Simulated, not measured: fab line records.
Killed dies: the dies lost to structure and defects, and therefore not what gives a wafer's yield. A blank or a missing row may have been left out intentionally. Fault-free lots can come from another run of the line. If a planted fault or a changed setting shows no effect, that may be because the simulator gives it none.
fab line records | flow sky130
record: lots: 6 wafers: 18 last_day: 49
route steps=708 shown VIA3@588 METAL4@598 CAP2M@603 PAD_OPEN@708
lots that met no fault: from a run of the same line without faults
start_h: hours from the record's opening day to when the first of the lot's shown wafers began | wait_h: how many hours have passed since the lot's step before this one | " same as the row above | L1.1+2: several wafers, shown together as one row | - no value present, or no start provided | * or withheld: withheld | < > ~ a bound
route shown NAME@n: NAME is a module with steps in the file, n the number in the route of the first one | usual: mean and standard deviation over wafers with no fault | same: alike in all rows | chamber/n: place in a boat | sites: each site's reading | _std_site: the standard deviation of these | _edge_site: the outer-site mean with the inner-site mean subtracted | radius_mm: how far each site lies from the wafer's centre | mask NAME#n: copy n | behind: the last tool/chamber to shape the wafer | hold: why the lot went on hold/how many hours it stayed there/how the hold came to an end | device: names the non-switching transistor (n, p or np) | end of line: the tests these same wafers got at the end of their route | a step with no rows: only its recipe | killed: count of dies lost to structure and defects at first sort (not the wafer's yield) | map: a wafer's dies, x killed, . not, _ none there
set.NAME: setting as actually run; set.NAME@STEP: the setting as run at that earlier step | model.NAME: the simulator's own value behind a step, which no gauge read
certain route steps with their lots: each step a table, each wafer a row
services: the hour from which a tool's chamber was out of use, counted from the record's first day as start_h (under 0 if before that day), plus the number of hours and why
== steps ==
step: SKY_VIA3_ETCH_15
recipe: target: SiO2 chemistry: C4F8/O2/Ar target_depth_nm: 507 stop_on: TiN mask_material: KrF-thick source_w: 1500 bias_w: 1200 pressure_mtorr: 40 c4f8_flow_sccm: withheld O2_flow_sccm: 6 Ar_flow_sccm: 300 time_s: 78
step: SKY_VIA3_STRIP_16
recipe: chemistry: O2/N2 power_w: 1400 pressure_mtorr: 1500 platen_temp_c: withheld o2_flow_sccm: 3000 n2_flow_sccm: 300 overash_fraction: 0.5
usual: drypump_motor_current_A: 5.9/0.39 oes_product_au: 0.402/0.0049 strip_time_to_endpoint_s: 4.13/0.046
columns lot.wafer tool chamber start_h wait_h drypump_motor_current_A oes_product_au rf_hours_counter_h strip_time_to_endpoint_s
L234.1 plasma_asher-01 0 927.04 0.0 5.9 0.412 107 4.16
L234.5 " 0 " " 5.9 0.402 - 4.03
L234.6 " 1 " " 5.5 0.397 - 4.13
L236.1 plasma_asher-01 1 937.37 0.0 5.5 0.407 108 4.16
L236.2 " 0 " " 5.9 0.393 108 4.11
L236.5 " 1 " " 5.5 0.404 - 4.15
L238.2 plasma_asher-04 1 980.63 0.0 5.2 0.397 54 4.10
L238.3 " 1 " " 5.2 0.402 - 4.15
L238.5 " 0 " " 6.2 0.400 - 4.09
L240.1 plasma_asher-03 0 986.38 0.0 5.8 0.409 23 4.19
L240.5 " 0 " " 5.8 0.397 - 4.16
L240.6 " 1 " " 6.4 0.400 - 4.18
L246.1 plasma_asher-04 1 1018.52 0.0 5.2 0.398 58 4.11
L246.2 " 0 " " 6.2 0.409 58 4.19
L246.6 " 1 " " 5.2 0.402 - 4.08
L251.1 plasma_asher-03 0 1040.54 0.0 5.8 0.409 28 4.13
L251.3 " 0 " " 5.8 0.404 - 4.20
L251.4 " 1 " " 6.5 0.405 - 4.18
step: SKY_VIA3_STRIP_17
recipe: chemistry: post_etch_residue_remover time_s: 1200 temp_c: 72.5
step: SKY_VIA3_CLEAN_18
recipe: chemistry: IPA time_s: 180 temp_c: 25
step: SKY_VIA3_CLEAN_19
recipe: chemistry: O3/DIW dry: n2_spin
step: SKY_VIA3_SPUTTER_20
recipe: material: TiN target_thk_nm: 20 chamber_pressure_pa: 5 power_w: 4000 time_s: 80
step: SKY_VIA3_CVD_21
recipe: material: W target_thk_nm: 390 time_s: 117.31 temp_c: 400 pressure_torr: 40
step: SKY_VIA3_RS_MEAS_22
recipe: thk_meas_gauge: four-point-probe reads: W_of_VIA3_CVD_21+TiN_of_VIA3_SPUTTER_20
usual: VIA3_W_RS: 0.293/0.0062
columns lot.wafer tool chamber start_h wait_h VIA3_W_RS[ohm/sq]
L234.1 film_metro-03 - 927.84 0.1 0.298
L234.5 " - " " 0.301
L234.6 " - " " 0.296
L236.1 film_metro-01 - 938.20 0.1 0.296
L236.2 " - " " 0.295
L236.5 " - " " 0.295
L238.2 film_metro-03 - 981.46 0.1 0.295
L238.3 " - " " 0.294
L238.5 " - " " 0.295
L240.1 film_metro-03 - 987.41 0.1 0.301
L240.5 " - " " 0.302
L240.6 " - " " 0.294
L246.1 film_metro-04 - 1019.29 0.1 0.296
L246.2 " - " " 0.286
L246.6 " - " " 0.299
L251.1 film_metro-01 - 1041.32 0.1 0.298
L251.3 " - " " 0.287
L251.4 " - " " 0.300
step: SKY_VIA3_THK_MEAS_23
recipe: thk_meas_gauge: xrf reads: W_of_VIA3_CVD_21
usual: VIA3_W_THK: 385/8.5
columns lot.wafer tool chamber start_h wait_h VIA3_W_THK[nm]
L234.1 film_metro-03 - 927.96 0.1 374
L234.5 " - " " 370
L234.6 " - " " 378
L236.1 film_metro-01 - 938.32 0.1 380
L236.2 " - " " 382
L236.5 " - " " 384
L238.2 film_metro-03 - 981.57 0.1 385
L238.3 " - " " 390
L238.5 " - " " 385
L240.1 film_metro-03 - 987.53 0.1 372
L240.5 " - " " 373
L240.6 " - " " 385
L246.1 film_metro-04 - 1019.41 0.1 379
L246.2 " - " " 392
L246.6 " - " " 374
L251.1 film_metro-01 - 1041.44 0.1 375
L251.3 " - " " 389
L251.4 " - " " 372
step: SKY_VIA3_CMP_24
recipe: stop_on: SiO2 t_overpolish_s: 20 down_force_psi: 3.5 platen_rpm: 60 target_thk_nm: 0 pad_velocity_m_s: 0.94248
usual: motor_current_A: 11.2/1.1 overpolish_run_s: 20.000/0.0094 time_to_endpoint_s: 95/4.5
columns lot.wafer tool chamber start_h wait_h motor_current_A overpolish_run_s time_to_endpoint_s
L234.1 cmp-02 1 928.12 0.1 11.5 20.003 98
L234.5 " 3 " " 9.1 19.992 85
L234.6 " 0 " " 12.0 19.998 92
L236.2 cmp-01 3 938.43 0.1 10.4 19.994 89
L236.1 " 0 " " 12.0 20.011 96
L236.5 " 3 " " 10.1 19.979 90
L238.2 cmp-01 2 981.67 0.1 11.9 20.004 95
L238.3 " 3 " " 10.0 20.009 94
L238.5 " 2 " " 12.3 20.005 92
L240.1 cmp-02 0 987.64 0.1 11.9 20.001 87
L240.6 " 3 " " 8.7 20.006 88
L240.5 " 0 " " 12.3 20.008 91
L246.1 cmp-02 3 1019.57 0.1 9.1 19.998 89
L246.2 " 0 " " 11.3 20.005 93
L246.6 " 2 " " 11.2 20.000 95
L251.1 cmp-02 3 1041.51 0.1 9.2 19.994 88
L251.3 " 0 " " 12.5 20.000 95
L251.4 " 1 " " 11.8 19.998 96
step: SKY_METAL4_SPUTTER_00
recipe: material: Ti target_thk_nm: 15 power_w: 3000 time_s: 10 chamber_pressure_pa: 0.4
usual: throttle_valve_pct: 29.8/0.89
columns lot.wafer tool chamber start_h wait_h throttle_valve_pct
L234.1 pvd_sputter-01 - 928.32 0.1 28.7
L234.5 " - " " 29.0
L234.6 " - " " 29.5
L236.1 pvd_sputter-04 - 938.68 0.1 29.6
L236.2 " - " " 30.0
L236.5 " - " " 29.6
L238.2 pvd_sputter-01 - 981.92 0.2 28.9
L238.3 " - " " 29.2
L238.5 " - " " 30.0
L240.1 pvd_sputter-01 - 987.89 0.2 31.3
L240.5 " - " " 29.7
L240.6 " - " " 30.8
L246.1 pvd_sputter-03 - 1019.77 0.1 30.6
L246.2 " - " " 28.9
L246.6 " - " " 29.1
L251.1 pvd_sputter-03 - 1041.81 0.2 29.5
L251.3 " - " " 31.1
L251.4 " - " " 28.6
step: SKY_METAL4_SPUTTER_01
recipe: material: TiN target_thk_nm: 20 power_w: 6500 time_s: 16.32 chamber_pressure_pa: 0.4
step: SKY_METAL4_SPUTTER_02
recipe: material: AlCu target_thk_nm: 735 power_w: 10600 time_s: 39.1 chamber_pressure_pa: 0.4
usual: throttle_valve_pct: 29.7/0.87
columns lot.wafer tool chamber start_h wait_h throttle_valve_pct model.AlCu_of_METAL4_SPUTTER_02.thk_nm
L234.1 pvd_sputter-01 - 928.37 0.0 28.7 733.3
L234.5 " - " " 28.7 732.4
L234.6 " - " " 30.0 737.8
L236.1 pvd_sputter-04 - 938.73 0.0 29.7 720.9
L236.2 " - " " 29.6 728.9
L236.5 " - " " 29.2 730.8
L238.2 pvd_sputter-01 - 981.97 0.0 29.0 1379
L238.3 " - " " 29.1 1383
L238.5 " - " " 29.8 1384
L240.1 pvd_sputter-01 - 987.94 0.0 30.9 1389
L240.5 " - " " 29.8 1382
L240.6 " - " " 31.0 1389
L246.1 pvd_sputter-03 - 1019.82 0.0 31.0 731.4
L246.2 " - " " 28.9 734.6
L246.6 " - " " 29.0 725.2
L251.1 pvd_sputter-03 - 1041.86 0.0 29.2 739.4
L251.3 " - " " 31.0 728.5
L251.4 " - " " 28.4 734.4
step: SKY_METAL4_SPUTTER_03
recipe: material: Ti target_thk_nm: 5 power_w: 3000 time_s: 3.3 chamber_pressure_pa: 0.4
step: SKY_METAL4_SPUTTER_04
recipe: material: TiN target_thk_nm: 70 power_w: 6500 time_s: 58.3 chamber_pressure_pa: 0.4
step: SKY_CAP2M_CVD_00
recipe: material: SiO2 target_thk_nm: 15.5 temp_c: 400 time_s: withheld rf_w: 450
usual: heater_power_w: 707/82
columns lot.wafer tool chamber start_h wait_h heater_power_w
L234.1 pecvd-02 0 928.48 0.0 816
L234.5 " 2 " " 692
L234.6 " 1 " " 517
L236.1 pecvd-02 1 938.83 0.0 527
L236.2 " 2 " " 671
L236.5 " 0 " " 808
L238.2 pecvd-03 1 982.07 0.0 729
L238.3 " 0 " " 772
L238.5 " 0 " " 772
L240.1 pecvd-02 1 988.05 0.0 541
L240.5 " 2 " " 728
L240.6 " 0 " " 821
L246.1 pecvd-02 2 1019.93 0.0 686
L246.2 " 1 " " 569
L246.6 " 1 " " 557
L251.1 pecvd-03 0 1041.97 0.0 835
L251.3 " 2 " " 658
L251.4 " 1 " " 661
step: SKY_CAP2M_THK_MEAS_01
recipe: reads: SiO2_of_CAP2M_CVD_00
usual: CAP2M_CVD_00_THK: 15.43/0.27
columns lot.wafer tool chamber start_h wait_h CAP2M_CVD_00_THK[nm]
L234.1 film_metro-02 - 928.50 - 15.39
L234.5 " - " " 15.44
L234.6 " - " " 15.65
L236.1 film_metro-01 - 938.86 - 15.19
L236.2 " - " " 15.07
L236.5 " - " " 15.72
L238.2 film_metro-02 - 982.11 - 15.02
L238.3 " - " " 15.00
L238.5 " - " " 15.41
L240.1 film_metro-01 - 988.07 - 15.16
L240.5 " - " " 15.54
L240.6 " - " " 15.66
L246.1 film_metro-03 - 1019.95 - 15.25
L246.2 " - " " 15.17
L246.6 " - " " 15.39
L251.1 film_metro-01 - 1041.99 - 14.91
L251.3 " - " " 15.38
L251.4 " - " " 15.42
step: SKY_CAP2M_SPUTTER_02
recipe: material: TiN target_thk_nm: 200 temp_c: 300 power_w: 6500 time_s: 166.7 chamber_pressure_pa: 0.4
usual: substrate_temp_c: 300.00/0.18 throttle_valve_pct: 30.1/1.1
columns lot.wafer tool chamber start_h wait_h substrate_temp_c throttle_valve_pct
L234.1 pvd_sputter-03 - 928.56 0.1 300.22 29.5
L234.5 " - " " 300.16 30.8
L234.6 " - " " 300.10 28.7
L236.1 pvd_sputter-02 - 938.92 0.1 299.78 30.7
L236.2 " - " " 300.37 31.9
L236.5 " - " " 299.74 29.4
L238.2 pvd_sputter-03 - 982.16 0.0 299.95 29.6
L238.3 " - " " 300.03 28.6
L238.5 " - " " 300.35 31.1
L240.1 pvd_sputter-02 - 988.13 0.1 299.84 32.1
L240.5 " - " " 300.01 30.8
L240.6 " - " " 299.94 31.8
L246.1 pvd_sputter-01 - 1020.01 0.1 300.20 29.0
L246.2 " - " " 299.88 30.8
L246.6 " - " " 299.96 31.0
L251.1 pvd_sputter-02 - 1042.05 0.1 299.78 30.7
L251.3 " - " " 300.00 29.6
L251.4 " - " " 299.96 32.1
step: SKY_CAP2M_RS_MEAS_03
recipe: thk_meas_gauge: four-point-probe reads: TiN_of_CAP2M_SPUTTER_02
usual: CAP2M_TIN_RS: 6.96/0.087
columns lot.wafer tool chamber start_h wait_h CAP2M_TIN_RS[ohm/sq]
L234.1 film_metro-01 - 928.67 0.1 6.99
L234.5 " - " " 6.88
L234.6 " - " " 7.04
L236.1 film_metro-03 - 939.02 0.1 6.91
L236.2 " - " " 7.02
L236.5 " - " " 6.89
L238.2 film_metro-01 - 982.29 0.1 6.91
L238.3 " - " " 6.94
L238.5 " - " " 6.82
L240.1 film_metro-02 - 988.24 0.1 7.10
L240.5 " - " " 7.00
L240.6 " - " " 7.11
L246.1 film_metro-03 - 1020.12 0.1 6.97
L246.2 " - " " 7.03
L246.6 " - " " 7.07
L251.1 film_metro-02 - 1042.16 0.1 7.13
L251.3 " - " " 6.95
L251.4 " - " " 7.12
step: SKY_CAP2M_THK_MEAS_04
recipe: thk_meas_gauge: xrf reads: TiN_of_CAP2M_SPUTTER_02
usual: CAP2M_TIN_THK: 198.2/2.7
columns lot.wafer tool chamber start_h wait_h CAP2M_TIN_THK[nm]
L234.1 film_metro-01 - 928.79 0.1 195.2
L234.5 " - " " 197.7
L234.6 " - " " 195.1
L236.1 film_metro-03 - 939.14 0.1 201.6
L236.2 " - " " 199.2
L236.5 " - " " 201.3
L238.2 film_metro-01 - 982.40 0.1 198.1
L238.3 " - " " 196.8
L238.5 " - " " 201.1
L240.1 film_metro-02 - 988.36 0.1 193.2
L240.5 " - " " 195.2
L240.6 " - " " 194.0
L246.1 film_metro-03 - 1020.24 0.1 199.9
L246.2 " - " " 198.1
L246.6 " - " " 197.1
L251.1 film_metro-02 - 1042.28 0.1 193.0
L251.3 " - " " 198.3
L251.4 " - " " 193.0
step: SKY_CAP2M_DEHYDRATE_05
recipe: temp_c: 200 time_s: 60
step: SKY_CAP2M_HMDS_06
recipe: prime_time_s: 60 prime_temp_c: 120
step: SKY_CAP2M_COAT_07
recipe: resist: NOVOLAK spin_rpm: 3000 resist_thk_nm: 1140
step: SKY_CAP2M_SOFTBAKE_08
recipe: temp_c: 90 time_s: 60 resist: NOVOLAK
step: SKY_CAP2M_EXPOSE_09
recipe: mask_id: CAP2M na: 0.6 source_shape: conventional sigma_outer: 0.6 polarization: unpolarized target_cd_nm: 1000 dose_mj: 159
step: SKY_CAP2M_PEB_10
recipe: temp_c: withheld time_s: * resist: NOVOLAK
step: SKY_CAP2M_DEVELOP_11
recipe: resist: NOVOLAK developer: TMAH develop_time_s: 60 dev_temp_c: 23
step: SKY_CAP2M_OVL_MEAS_12
usual: CAP2M_OVL: 0.0/1.4
columns lot.wafer tool chamber start_h wait_h CAP2M_OVL[nm]
L234.1 overlay-01 - 952.68 0.1 2.5
L234.5 " - " " 1.1
L234.6 " - " " 1.3
L236.1 overlay-02 - 962.41 0.1 0.8
L236.2 " - " " 1.0
L236.5 " - " " 0.0
L238.2 overlay-01 - 1005.13 0.1 1.5
L238.3 " - " " 2.9
L238.5 " - " " 0.2
L240.1 overlay-01 - 1011.46 0.1 -0.8
L240.5 " - " " -1.5
L240.6 " - " " -0.5
L246.1 overlay-01 - 1043.03 0.1 -1.8
L246.2 " - " " -1.2
L246.6 " - " " 1.5
L251.1 overlay-01 - 1063.81 0.1 -0.4
L251.3 " - " " -2.0
L251.4 " - " " -1.9
step: SKY_CAP2M_METAL_ETCH_13
recipe: target_depth_nm: 220 stop_on: SiO2 chemistry: Cl2/BCl3 target: TiN pressure_mtorr: 10 icp_w: 900 bias_w: 48.5 Cl2_flow_sccm: 60 bcl3_flow_sccm: 30 time_s: 62.9
step: SKY_CAP2M_STRIP_14
recipe: chemistry: O2/N2 power_w: 1400 pressure_mtorr: 1500 platen_temp_c: withheld o2_flow_sccm: 3000 n2_flow_sccm: 300 overash_fraction: 0.5
step: SKY_CAP2M_STRIP_15
recipe: chemistry: post_etch_residue_remover time_s: 1200 temp_c: 72.5
step: SKY_CAP2M_CLEAN_16
recipe: chemistry: IPA time_s: 180 temp_c: 25
step: SKY_CAP2M_CLEAN_17
recipe: chemistry: O3/DIW dry: n2_spin
step: SKY_METAL4_DEHYDRATE_05
recipe: temp_c: 200 time_s: 60
step: SKY_METAL4_HMDS_06
recipe: prime_time_s: 60 prime_temp_c: 120
step: SKY_METAL4_COAT_07
recipe: resist: BARC temp_c: withheld time_s: withheld spin_rpm: 2946 resist_thk_nm: 60
step: SKY_METAL4_COAT_08
recipe: resist: KrF-thick spin_rpm: 3000 resist_thk_nm: 1140
step: SKY_METAL4_SOFTBAKE_09
recipe: temp_c: 100 time_s: 90 resist: KrF-thick
step: SKY_METAL4_EXPOSE_10
recipe: mask_id: MM4 na: 0.68 source_shape: annular sigma_inner: 0.4 sigma_outer: 0.8 target_cd_nm: 300 dose_mj: 28
step: SKY_METAL4_PEB_11
recipe: peb_temp_c: withheld peb_time_s: withheld resist: KrF-thick
step: SKY_METAL4_DEVELOP_12
recipe: develop_time_s: 60 resist: KrF-thick dev_temp_c: 21
step: SKY_METAL4_CD_MEAS_13
recipe: target_cd_nm: 300
usual: cd_nm: 300.1/1.5
columns lot.wafer tool chamber start_h wait_h cd_nm
L234.1 cd_sem-01 - 976.26 - 299.3
L234.5 " - " " 300.0
L234.6 " - " " 299.4
L236.1 cd_sem-01 - 986.71 - 301.5
L236.2 " - " " 301.0
L236.5 " - " " 300.5
L238.2 cd_sem-02 - 1029.34 - 302.2
L238.3 " - " " 299.7
L238.5 " - " " 300.2
L240.1 cd_sem-02 - 1034.96 - 302.2
L240.5 " - " " 301.7
L240.6 " - " " 301.9
L246.1 cd_sem-02 - 1066.23 - 299.3
L246.2 " - " " 300.0
L246.6 " - " " 297.6
L251.1 cd_sem-02 - 1084.62 - 299.5
L251.3 " - " " 300.8
L251.4 " - " " 299.0
step: SKY_METAL4_METAL_ETCH_18
recipe: target_depth_a: 8450 stop_on: SiO2 over_etch_frac: 0.3 time_s: 183.1 chemistry: Cl2/BCl3 resist_sidewall_deg: 88 pressure_mtorr: 10 icp_w: 900 bias_w: 48.5 Cl2_flow_sccm: 60 bcl3_flow_sccm: 30
usual: drypump_motor_current_A: 5.6/0.33 he_backside_leak_sccm: 3.4/0.35 oes_product_au: 0.864/0.0067 throttle_valve_pct: 22.264/0.0092
columns lot.wafer tool chamber start_h wait_h drypump_motor_current_A he_backside_leak_sccm oes_product_au rf_hours_counter_h throttle_valve_pct
L234.1 rie_metal-04 0 976.56 0.0 5.7 3.4 0.863 3 22.273
L234.5 " 0 " " 5.7 3.3 0.862 - 22.256
L234.6 " 1 " " 5.9 3.6 0.863 - 22.256
L236.1 rie_metal-04 1 987.01 0.0 5.9 3.7 0.863 17 22.280
L236.2 " 0 " " 5.8 3.3 0.862 4 22.259
L236.5 " 1 " " 5.9 3.6 0.862 - 22.264
L238.2 rie_metal-04 1 1029.62 0.0 5.9 3.7 1.016 19 22.260
L238.3 " 0 " " 5.8 3.4 0.977 - 22.263
L238.5 " 1 " " 5.9 3.6 1.017 - 22.271
L240.1 rie_metal-02 1 1035.26 0.0 5.1 3.0 1.010 8 22.257
L240.5 " 0 " " 5.8 3.5 1.017 - 22.253
L240.6 " 1 " " 5.1 3.0 1.023 - 22.277
L246.1 rie_metal-01 0 1066.53 0.0 5.8 3.5 0.870 14 22.265
L246.2 " 1 " " 5.2 3.4 0.861 19 22.265
L246.6 " 1 " " 5.3 3.5 0.847 - 22.268
L251.1 rie_metal-04 1 1084.92 0.0 5.9 3.6 0.872 22 22.257
L251.3 " 1 " " 5.9 3.6 0.858 - 22.253
L251.4 " 0 " " 5.8 3.3 0.872 - 22.273
step: SKY_PAD_OPEN_PROBE_99
usual: defect_limited_yield: 82.8/1.9 killed_at_M0_to_M3: 43/7.5 killed_at_M4_up: 2.8/1.8 killed_at_contacts: 24/5.3 killed_at_front_end: 14/4.2 killed_at_other: 0.3/0.54 killed_dies: 84/9.4 killed_open: 46/7.1 killed_short: 38/6.6 sort_bin_3_pad_short: 0.8/0.42 sort_bin_5_function: 10.1/1.4 sort_bin_6_memory: 6.2/1.1 sort_n_pass: 408/9.4 sort_yield_pct: 82.8/1.9
same: gross_dies: 492 killed_at_back_side: 0 sort_bin_4_leakage[%]: 0 sort_bin_8_speed[%]: 0
columns lot.wafer tool chamber start_h wait_h defect_limited_yield[%] killed_at_M0_to_M3 killed_at_M4_up killed_at_contacts killed_at_front_end killed_at_other killed_dies killed_open killed_short sort_bin_3_pad_short[%] sort_bin_5_function[%] sort_bin_6_memory[%] sort_n_pass sort_yield_pct[%]
L234.1 prober-01 - 1072.38 0.1 81.9 44 3 30 12 0 89 58 31 0.6 10.0 7.5 403 81.9
L234.5 prober-01 - 1072.58 0.2 83.1 44 3 23 13 0 83 49 33 0.8 9.8 6.3 409 83.1
L234.6 prober-01 - 1072.63 0.2 82.3 43 6 17 20 1 87 46 41 1.4 10.8 5.5 405 82.3
L236.1 prober-01 - 1082.26 0.1 81.3 52 2 25 13 0 92 48 44 1.4 12.0 5.3 400 81.3
L236.2 prober-01 - 1082.31 0.1 82.1 52 4 20 12 0 88 37 51 2.0 9.3 6.5 404 82.1
L236.5 prober-01 - 1082.46 0.2 85.0 41 1 25 6 1 74 40 34 1.0 8.1 5.9 418 85.0
killed by level:class
L234.1 CONTACT:geometric_particle:open=15 VIA1:geometric_particle:open=12 VIA2:geometric_particle:open=8 METAL1:geometric_particle:short=8 LI_CONTACT:geometric_particle:open=7 VIA3:geometric_particle:open=5 LOCAL_INTERCONNECT:geometric_particle:short=4 FIELD_ISO:geometric_particle:open=3
L234.5 VIA1:geometric_particle:open=11 VIA2:geometric_particle:open=9 CONTACT:geometric_particle:open=8 VIA3:geometric_particle:open=7 LI_CONTACT:geometric_particle:open=6 VIA1:geometric_particle:short=5 FIELD_ISO:geometric_particle:short=4 POLY_GATE:geometric_particle:short=4
L234.6 VIA2:geometric_particle:open=10 VIA1:geometric_particle:open=8 METAL2:geometric_particle:short=7 POLY_GATE:geometric_particle:open=6 METAL4:geometric_particle:short=6 FIELD_ISO:geometric_particle:open=5 VIA3:geometric_particle:open=5 LI_CONTACT:geometric_particle:open=5
L236.1 VIA1:geometric_particle:open=14 VIA2:geometric_particle:open=14 VIA1:geometric_particle:short=10 CONTACT:geometric_particle:short=9 CONTACT:geometric_particle:open=7 FIELD_ISO:geometric_particle:open=5 LOCAL_INTERCONNECT:geometric_particle:short=5 METAL2:geometric_particle:short=5
L236.2 VIA1:geometric_particle:open=12 CONTACT:geometric_particle:open=9 METAL2:geometric_particle:short=7 METAL3:geometric_particle:short=7 LOCAL_INTERCONNECT:geometric_particle:short=6 VIA1:geometric_particle:short=6 VIA2:geometric_particle:open=5 FIELD_ISO:geometric_particle:short=4
L236.5 CONTACT:geometric_particle:open=9 LI_CONTACT:geometric_particle:open=8 VIA1:geometric_particle:short=8 VIA1:geometric_particle:open=8 CONTACT:geometric_particle:short=5 VIA2:geometric_particle:open=5 METAL1:geometric_particle:short=4 VIA2:geometric_particle:short=4
== services ==
columns tool chamber start_h hours kind
pvd_sputter-04 - 905.06 6.7 repair
cmp-01 - 907.13 0.4 repair
cmp-02 - 912.06 4.0 pm
pvd_sputter-03 - 912.29 8.0 repair
plasma_asher-04 - 913.18 3.6 repair
pecvd-03 - 917.04 0.8 pm
pvd_sputter-04 - 940.99 1.1 repair
cmp-02 - 961.35 8.5 repair
pecvd-02 1 964.54 6.5 repair
pecvd-03 - 965.23 1.0 repair
pvd_sputter-01 - 966.11 4.5 repair
pvd_sputter-04 - 972.43 3.3 repair
plasma_asher-01 - 974.02 2.8 pm
plasma_asher-04 - 989.81 3.2 repair
pecvd-02 1 992.99 2.9 repair
cmp-01 - 998.84 5.9 repair
pvd_sputter-01 - 1003.80 1.2 repair
cmp-01 - 1004.75 5.0 pm
cmp-02 - 1005.76 2.2 repair
cmp-01 - 1010.12 1.9 repair
pecvd-03 - 1028.69 12.9 repair
pvd_sputter-03 - 1031.46 3.3 repair
rie_metal-04 - 1041.61 14.6 pm
cmp-02 - 1051.98 3.5 pm
== key ==
first_sign: step: SKY_METAL4_METAL_ETCH_18 reading: oes_product_au direction: up sigmas: 22 usual: 0.864 struck: 1.010
effect none on later readings
model_effect: step: SKY_METAL4_SPUTTER_02 value: AlCu_of_METAL4_SPUTTER_02.thk_nm without: 727.8 struck: 1384
met_at SKY_METAL4_SPUTTER_02
struck_wafers L238.2,L238.3,L238.5,L240.1,L240.5,L240.6
rows_end L238.2,L238.3,L238.5,L240.1,L240.5,L240.6
onset_between 928.37 981.97
also_fits SKY_METAL4_SPUTTER_00:pvd_sputter-01
fault: kind: process_parameter_drift tool: pvd_sputter-01 chamber: - onset_h: 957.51 steps: SKY_METAL4_SPUTTER_02 channel: target_thk_nm offset: 656.58 shape: step acts_in: these_recipes_only stated: 735
rows_end: these wafers met a further fault down the route, and their rows from its step on are left out
